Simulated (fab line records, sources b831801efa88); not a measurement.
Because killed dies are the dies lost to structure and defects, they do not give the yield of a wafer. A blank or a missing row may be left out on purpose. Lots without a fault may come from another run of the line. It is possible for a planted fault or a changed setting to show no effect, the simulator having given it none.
fab line records	flow gf180mcu
[record] lots = 11	wafers = 33	last-day = 34
route steps=602 shown M4@456 V4@497
lots that met no fault: taken from a fault-free run of the same line
start-h: hours from the record's first day to the start of the lot's first wafer shown	wait-h: hours since the lot's step before	" as in the row above	L1.1+2: several wafers, shown together as one row	- either no value or no given start	* or withheld: withheld	< > ~ a bound
route shown NAME@n: names a module that has steps shown in the file, with the first one's number in the route	usual: mean/standard deviation taken from wafers without a fault	same: alike in all rows	chamber/n: place in a boat	sites: readings site by site	_std_site: the standard deviation of these	_edge_site: the outer-site mean with the inner-site mean subtracted	radius-mm: how far each site lies from the wafer's centre	mask NAME#n: copy n	behind: the last tool/chamber to shape the wafer	hold: why the lot was held/for how many hours/how that ended	device: the transistor (n, p or np) that didn't switch	end of line: tests run on the same wafers once the route is complete	where a step has no rows: the recipe by itself	killed: not the wafer's yield, but the dies lost to structure and defects at the first sort	map: dies across one wafer; x = killed, . = not, _ = none there
set.NAME: setting as actually run; set.NAME@STEP: the setting as run at that earlier step	model.NAME: the simulator's own value behind a step, which no gauge read
the route's steps for a sample of lots (tables are steps, rows are wafers)
services: from which hour (start-h, from the record's first day; less than 0 if before it) a tool's chamber was out of use, for how many hours, and why
[[steps]]
[step GF_M4_SPUTTER_00]
[recipe] material = Ti	target-thk-nm = 37.5	arriving-ion-energy-ev = 80	substrate-temp-c = 200	chamber-pressure-pa = 2	power-w = 4000	time-s = 150
[usual] throttle-valve-pct = 30.2/1.5
lot.wafer	tool	chamber	start-h	wait-h	throttle-valve-pct
L463.1	pvd-sputter-02	-	527.02	0.1	30.3
L463.5	"	-	"	"	29.5
L463.6	"	-	"	"	27.6
L464.1	pvd-sputter-02	-	530.41	0.2	30.6
L464.3	"	-	"	"	29.9
L464.6	"	-	"	"	28.8
L469.2	pvd-sputter-03	-	576.63	0.2	33.1
L469.3	"	-	"	"	30.7
L469.4	"	-	"	"	33.0
L470.1	pvd-sputter-03	-	581.15	0.1	33.1
L470.3	"	-	"	"	30.9
L470.6	"	-	"	"	33.0
L471.2	pvd-sputter-03	-	587.29	0.1	33.0
L471.5	"	-	"	"	33.1
L471.6	"	-	"	"	28.9
L472.1	pvd-sputter-02	-	600.84	0.1	30.6
L472.4	"	-	"	"	29.0
L472.6	"	-	"	"	30.3
L478.2	pvd-sputter-02	-	644.82	0.2	27.8
L478.4	"	-	"	"	28.6
L478.6	"	-	"	"	30.5
L481.2	pvd-sputter-03	-	662.97	0.2	33.3
L481.3	"	-	"	"	28.7
L481.6	"	-	"	"	28.6
L482.2	pvd-sputter-04	-	670.86	0.1	31.4
L482.4	"	-	"	"	32.1
L482.5	"	-	"	"	31.4
L483.1	pvd-sputter-04	-	683.10	0.1	32.0
L483.3	"	-	"	"	29.1
L483.6	"	-	"	"	31.8
L485.1	pvd-sputter-04	-	690.58	0.2	29.2
L485.2	"	-	"	"	31.5
L485.6	"	-	"	"	31.9
[step GF_M4_SPUTTER_04]
[recipe] material = TiN	target-thk-nm = 50	power-w = 6500	time-s = 41.7	chamber-pressure-pa = 0.4
[usual] throttle-valve-pct = 30.2/1.6
lot.wafer	tool	chamber	start-h	wait-h	throttle-valve-pct
L463.1	pvd-sputter-02	-	527.20	0.0	30.2
L463.5	"	-	"	"	29.7
L463.6	"	-	"	"	28.1
L464.1	pvd-sputter-02	-	530.59	0.0	30.4
L464.3	"	-	"	"	29.8
L464.6	"	-	"	"	29.2
L469.2	pvd-sputter-03	-	576.81	0.0	33.1
L469.3	"	-	"	"	31.1
L469.4	"	-	"	"	33.2
L470.1	pvd-sputter-03	-	581.33	0.0	33.4
L470.3	"	-	"	"	30.8
L470.6	"	-	"	"	33.0
L471.2	pvd-sputter-03	-	587.48	0.0	33.3
L471.5	"	-	"	"	33.1
L471.6	"	-	"	"	29.0
L472.1	pvd-sputter-02	-	601.02	0.0	30.4
L472.4	"	-	"	"	28.9
L472.6	"	-	"	"	30.5
L478.2	pvd-sputter-02	-	645.00	0.0	27.9
L478.4	"	-	"	"	28.8
L478.6	"	-	"	"	30.3
L481.2	pvd-sputter-03	-	663.15	0.0	33.1
L481.3	"	-	"	"	28.9
L481.6	"	-	"	"	28.7
L482.2	pvd-sputter-04	-	671.04	0.0	31.5
L482.4	"	-	"	"	31.9
L482.5	"	-	"	"	31.9
L483.1	pvd-sputter-04	-	683.28	0.0	32.0
L483.3	"	-	"	"	29.1
L483.6	"	-	"	"	31.8
L485.1	pvd-sputter-04	-	690.76	0.0	29.0
L485.2	"	-	"	"	31.5
L485.6	"	-	"	"	31.8
[step GF_V4_SPUTTER_21]
[recipe] material = Ti	target-thk-nm = 15	chamber-pressure-pa = 5	power-w = 2500	substrate-temp-c = 200	time-s = 80.02
[usual] throttle-valve-pct = 30.0/1.2
lot.wafer	tool	chamber	start-h	wait-h	throttle-valve-pct
L463.1	pvd-sputter-02	-	573.72	0.0	29.5
L463.5	"	-	"	"	27.9
L463.6	"	-	"	"	30.5
L464.1	pvd-sputter-03	-	577.03	0.0	33.3
L464.3	"	-	"	"	30.8
L464.6	"	-	"	"	30.8
L469.2	pvd-sputter-01	-	621.51	0.0	30.1
L469.3	"	-	"	"	29.4
L469.4	"	-	"	"	29.7
L470.1	pvd-sputter-03	-	624.31	0.0	30.7
L470.3	"	-	"	"	30.3
L470.6	"	-	"	"	33.1
L471.2	pvd-sputter-01	-	631.16	0.0	29.7
L471.5	"	-	"	"	30.9
L471.6	"	-	"	"	29.3
L472.1	pvd-sputter-01	-	645.37	0.0	31.1
L472.4	"	-	"	"	30.7
L472.6	"	-	"	"	29.6
L478.2	pvd-sputter-01	-	685.71	0.0	31.0
L478.4	"	-	"	"	29.9
L478.6	"	-	"	"	29.8
L481.2	pvd-sputter-01	-	703.28	0.0	30.9
L481.3	"	-	"	"	29.8
L481.6	"	-	"	"	29.7
L482.2	pvd-sputter-03	-	710.73	0.0	30.5
L482.4	"	-	"	"	30.6
L482.5	"	-	"	"	28.7
L483.1	pvd-sputter-02	-	722.51	0.0	28.4
L483.3	"	-	"	"	30.7
L483.6	"	-	"	"	30.1
L485.1	pvd-sputter-02	-	729.01	0.0	27.8
L485.2	"	-	"	"	29.8
L485.6	"	-	"	"	27.6
[step GF_V4_CVD_23]
[recipe] material = W	target-thk-nm = 350	time-s = 104.9	temp-c = 400	pressure-torr = 40
[usual] heater-power-w = 880/50
lot.wafer	tool	chamber	start-h	wait-h	heater-power-w
L463.1	cvd-w-01	1	573.82	0.0	941
L463.5	"	1	"	"	953
L463.6	"	0	"	"	847
L464.1	cvd-w-01	1	577.13	0.0	962
L464.3	"	1	"	"	914
L464.6	"	1	"	"	953
L469.2	cvd-w-02	0	621.61	0.0	880
L469.3	"	0	"	"	895
L469.4	"	1	"	"	836
L470.1	cvd-w-02	0	624.41	0.0	876
L470.3	"	1	"	"	835
L470.6	"	1	"	"	861
L471.2	cvd-w-01	1	631.26	0.0	946
L471.5	"	1	"	"	940
L471.6	"	0	"	"	836
L472.1	cvd-w-02	0	645.47	0.0	882
L472.4	"	0	"	"	899
L472.6	"	0	"	"	868
L478.2	cvd-w-01	0	685.81	0.0	851
L478.4	"	1	"	"	921
L478.6	"	1	"	"	962
L481.2	cvd-w-02	0	703.38	0.0	881
L481.3	"	0	"	"	902
L481.6	"	0	"	"	877
L482.2	cvd-w-02	1	710.87	0.1	839
L482.4	"	1	"	"	835
L482.5	"	1	"	"	844
L483.1	cvd-w-01	1	722.61	0.0	982
L483.3	"	1	"	"	940
L483.6	"	1	"	"	950
L485.1	cvd-w-02	1	729.11	0.0	845
L485.2	"	0	"	"	884
L485.6	"	1	"	"	846
[step GF_V4_RS_MEAS_24]
[recipe] thk-meas-gauge = four-point-probe	reads = W_of_V4_CVD_23+TiN_of_V4_SPUTTER_22+Ti_of_V4_SPUTTER_21
[usual] V4_W_RS = 0.327/0.005
lot.wafer	tool	chamber	start-h	wait-h	V4_W_RS[ohm/sq]
L463.1	film-metro-01	-	573.93	0.1	0.332
L463.5	"	-	"	"	0.332
L463.6	"	-	"	"	0.324
L464.1	film-metro-04	-	577.24	0.1	0.339
L464.3	"	-	"	"	0.339
L464.6	"	-	"	"	0.340
L469.2	film-metro-01	-	621.75	0.1	0.331
L469.3	"	-	"	"	0.327
L469.4	"	-	"	"	0.333
L470.1	film-metro-04	-	624.52	0.1	0.769
L470.3	"	-	"	"	0.332
L470.6	"	-	"	"	0.327
L471.2	film-metro-04	-	631.39	0.1	0.335
L471.5	"	-	"	"	0.334
L471.6	"	-	"	"	0.323
L472.1	film-metro-02	-	645.58	0.1	0.835
L472.4	"	-	"	"	0.794
L472.6	"	-	"	"	0.802
L478.2	film-metro-04	-	685.95	0.1	0.321
L478.4	"	-	"	"	0.329
L478.6	"	-	"	"	0.331
L481.2	film-metro-02	-	703.51	0.1	0.332
L481.3	"	-	"	"	0.328
L481.6	"	-	"	"	0.328
L482.2	film-metro-04	-	711.08	0.2	0.327
L482.4	"	-	"	"	0.325
L482.5	"	-	"	"	0.326
L483.1	film-metro-01	-	722.72	0.1	0.329
L483.3	"	-	"	"	0.325
L483.6	"	-	"	"	0.327
L485.1	film-metro-02	-	729.22	0.1	0.325
L485.2	"	-	"	"	0.325
L485.6	"	-	"	"	0.329
[step GF_V4_THK_MEAS_25]
[recipe] thk-meas-gauge = xrf	reads = W_of_V4_CVD_23
[usual] V4_W_THK = 352/5.6
lot.wafer	tool	chamber	start-h	wait-h	V4_W_THK[nm]
L463.1	film-metro-01	-	574.05	0.1	346
L463.5	"	-	"	"	348
L463.6	"	-	"	"	360
L464.1	film-metro-04	-	577.36	0.1	341
L464.3	"	-	"	"	338
L464.6	"	-	"	"	340
L469.2	film-metro-01	-	621.86	0.1	349
L469.3	"	-	"	"	351
L469.4	"	-	"	"	346
L470.1	film-metro-04	-	624.64	0.1	151
L470.3	"	-	"	"	343
L470.6	"	-	"	"	350
L471.2	film-metro-04	-	631.50	0.1	344
L471.5	"	-	"	"	344
L471.6	"	-	"	"	354
L472.1	film-metro-02	-	645.70	0.1	140
L472.4	"	-	"	"	146
L472.6	"	-	"	"	145
L478.2	film-metro-04	-	686.06	0.1	362
L478.4	"	-	"	"	351
L478.6	"	-	"	"	351
L481.2	film-metro-02	-	703.62	0.1	346
L481.3	"	-	"	"	350
L481.6	"	-	"	"	351
L482.2	film-metro-04	-	711.19	0.1	353
L482.4	"	-	"	"	357
L482.5	"	-	"	"	353
L483.1	film-metro-01	-	722.84	0.1	347
L483.3	"	-	"	"	352
L483.6	"	-	"	"	352
L485.1	film-metro-02	-	729.34	0.1	355
L485.2	"	-	"	"	354
L485.6	"	-	"	"	349
[step GF_V4_CMP_26]
[recipe] stop-on = SiO2	down-force-psi = 3.5	platen-rpm = 60	t-overpolish-s = 15	target-thk-nm = 0	pad-velocity-m-s = 0.94248
[usual] motor-current-A = 11.0/1.8	time-to-endpoint-s = 83/4.2
lot.wafer	tool	chamber	start-h	wait-h	motor-current-A	time-to-endpoint-s
L463.1	cmp-02	2	574.21	0.1	11.8	81
L463.5	"	0	"	"	10.9	75
L463.6	"	1	"	"	15.0	82
L464.1	cmp-01	0	577.94	0.6	8.8	87
L464.3	"	1	"	"	9.3	80
L464.6	"	3	"	"	10.3	87
L469.2	cmp-01	3	621.96	0.1	10.8	87
L469.4	"	0	"	"	8.9	87
L469.3	"	1	"	"	9.1	78
L470.1	cmp-02	1	624.70	0.1	14.7	37
L470.3	"	3	"	"	9.0	81
L470.6	"	1	"	"	15.1	84
L471.2	cmp-01	2	631.55	0.0	11.1	82
L471.6	"	2	"	"	11.6	84
L471.5	"	3	"	"	10.7	84
L472.4	cmp-01	3	645.86	0.1	10.4	40
L472.1	"	0	"	"	9.2	35
L472.6	"	2	"	"	11.0	34
L478.4	cmp-02	0	686.11	0.0	11.1	81
L478.2	"	1	"	"	14.7	86
L478.6	"	0	"	"	10.7	84
L481.2	cmp-01	2	703.72	0.1	11.5	80
L481.3	"	3	"	"	10.8	86
L481.6	"	2	"	"	11.6	84
L482.2	cmp-02	1	711.34	0.1	14.7	77
L482.4	"	2	"	"	12.0	84
L482.5	"	0	"	"	11.8	78
L483.3	cmp-01	0	722.90	0.0	8.2	92
L483.1	"	2	"	"	11.9	85
L483.6	"	0	"	"	9.2	90
L485.2	cmp-01	1	729.40	0.0	9.1	84
L485.1	"	3	"	"	10.9	85
L485.6	"	1	"	"	9.4	79
[[services]]
tool	chamber	start-h	hours	kind
pvd-sputter-02	2	509.56	-	consumable-replace:kit
pvd-sputter-02	2	509.56	18.0	scheduled-down
pvd-sputter-02	2	509.56	18.0	vent-cycle
pvd-sputter-04	1	534.01	-	consumable-replace:kit
pvd-sputter-04	1	534.01	18.0	scheduled-down
cvd-w-02	0	548.45	6.6	repair
cmp-02	-	561.81	8.6	pm
pvd-sputter-03	2	570.95	-	consumable-replace:kit
pvd-sputter-03	2	570.95	18.0	scheduled-down
pvd-sputter-03	2	570.95	18.0	vent-cycle
cmp-02	-	574.93	4.0	pm
cvd-w-01	-	582.10	6.9	pm
cmp-01	-	593.93	6.0	pm
cvd-w-01	-	593.99	0.6	repair
pvd-sputter-03	-	597.82	0.7	repair
cvd-w-02	0	603.25	2.3	repair
cmp-01	-	606.31	1.2	repair
cvd-w-01	-	661.67	1.3	repair
pvd-sputter-03	1	690.33	-	consumable-replace:kit
pvd-sputter-03	1	690.33	18.0	scheduled-down
pvd-sputter-03	1	690.33	18.0	vent-cycle
cmp-02	-	694.31	1.6	repair
cvd-w-02	0	709.45	4.6	repair
pvd-sputter-01	-	727.12	3.4	repair
[[key]]
[first-sign] step = GF_V4_RS_MEAS_24	reading = V4_W_RS	direction = up	sigmas = 94	usual = 0.327	struck = 0.800
[effect] step = GF_V4_THK_MEAS_25	reading = V4_W_THK	direction = down	sigmas = 37	usual = 352	struck = 145
[effect] step = GF_V4_CMP_26	reading = time-to-endpoint-s	direction = down	sigmas = 11	usual = *	struck = *
met-at GF_V4_CVD_23
struck-lots L470,L472
struck-wafers L470.1,L472.1,L472.4,L472.6
not-acting-at GF_M4_SPUTTER_00,GF_M4_SPUTTER_04,GF_V4_SPUTTER_21
onset-between 621.61 624.41
[fault] kind = process-parameter-drift	tool = cvd-w-02	chamber = 0	onset-h = 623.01	steps = GF_V4_CVD_23	channel = target-thk-nm	offset = -208.69	shape = step	end-h = 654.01	acts-in = these-recipes-only	stated = 350
